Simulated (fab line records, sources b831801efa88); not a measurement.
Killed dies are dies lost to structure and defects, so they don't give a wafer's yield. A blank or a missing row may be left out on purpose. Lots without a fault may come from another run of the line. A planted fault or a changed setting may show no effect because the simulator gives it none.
One fault seen from 2 desks | flow sky130 | each desk has only its own numbers; what lay behind them comes last

THE TOOL OWNER'S DESK: implanter-02
The tool's own readings at SKY_RES_XHIGH_IMPLANT_07: means of the sampled wafers that have a number, for each lot that ran on this tool. A lot is out of limits, marked OUT, if its mean lies more than 4 standard deviations from the usual mean; the brackets give that distance.
Columns: A = tilt_deg at SKY_RES_XHIGH_IMPLANT_07, usual 0.001 degrees
lot  | first seen here | A
L605 | day 26 22:37    | 0.029
L606 | day 27 02:49    | 0.017
L607 | day 27 07:49    | -0.008
L614 | day 30 05:22    | 0.029
L616 | day 31 10:05    | -0.018
This desk's finding: nothing out of limits on any of the 5 lots.

THE METROLOGY DESK
What the gauges read, lot by lot, whatever tool the lot ran on: means of the sampled wafers that have a number. A lot is out of limits, marked OUT, if its mean lies more than 4 standard deviations from the usual mean; the brackets give that distance.
Columns: A = RES_XHIGH_TW at SKY_RES_XHIGH_TW_MEAS_09, usual 1642; B = RES_XHIGH_RS at SKY_SD_N_RS_MEAS_18, usual 332.8 ohm/sq
lot  | first seen here | A    | B
L603 | day 26 09:43    | 1633 | 334.2
L604 | day 26 10:25    | 1630 | 333.3
L605 | day 26 22:50    | 1649 | 333.3
L606 | day 27 03:02    | 1639 | 332.6
L607 | day 27 08:04    | 1635 | 332.9
L614 | day 30 05:35    | 1614 | 343.4 (+8.8) OUT
L616 | day 31 10:19    | 1620 | 347.1 (+12) OUT
L622 | day 32 15:10    | 1640 | 333.4
L623 | day 32 21:25    | 1645 | 333.9
L624 | day 33 08:43    | 1653 | 330.5
L625 | day 33 17:52    | 1641 | 333.3
L626 | day 34 00:56    | 1642 | 334.0
This desk's finding: out of limits on L614, L616; first on L614, day 31 09:11 (RES_XHIGH_RS at SKY_SD_N_RS_MEAS_18). In limits: L603, L604, L605, L606, L607, L622, L623, L624, L625, L626.

PUT TOGETHER
The metrology desk could have raised an alarm at day 31 09:11, on L614, L616.
The tool owner's desk saw nothing out of limits.
The tool owner's desk has L614, L616 on record, within its limits.
Of the lots named, all ran SKY_RES_XHIGH_IMPLANT_07 on implanter-02.

WHAT THE SIMULATOR HAD PUT IN
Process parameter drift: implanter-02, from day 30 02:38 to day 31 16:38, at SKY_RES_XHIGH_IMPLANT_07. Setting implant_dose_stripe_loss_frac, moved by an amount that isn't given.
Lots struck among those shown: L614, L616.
Hours from the fault's start to each desk's first reading out of limits: the metrology desk, 31.
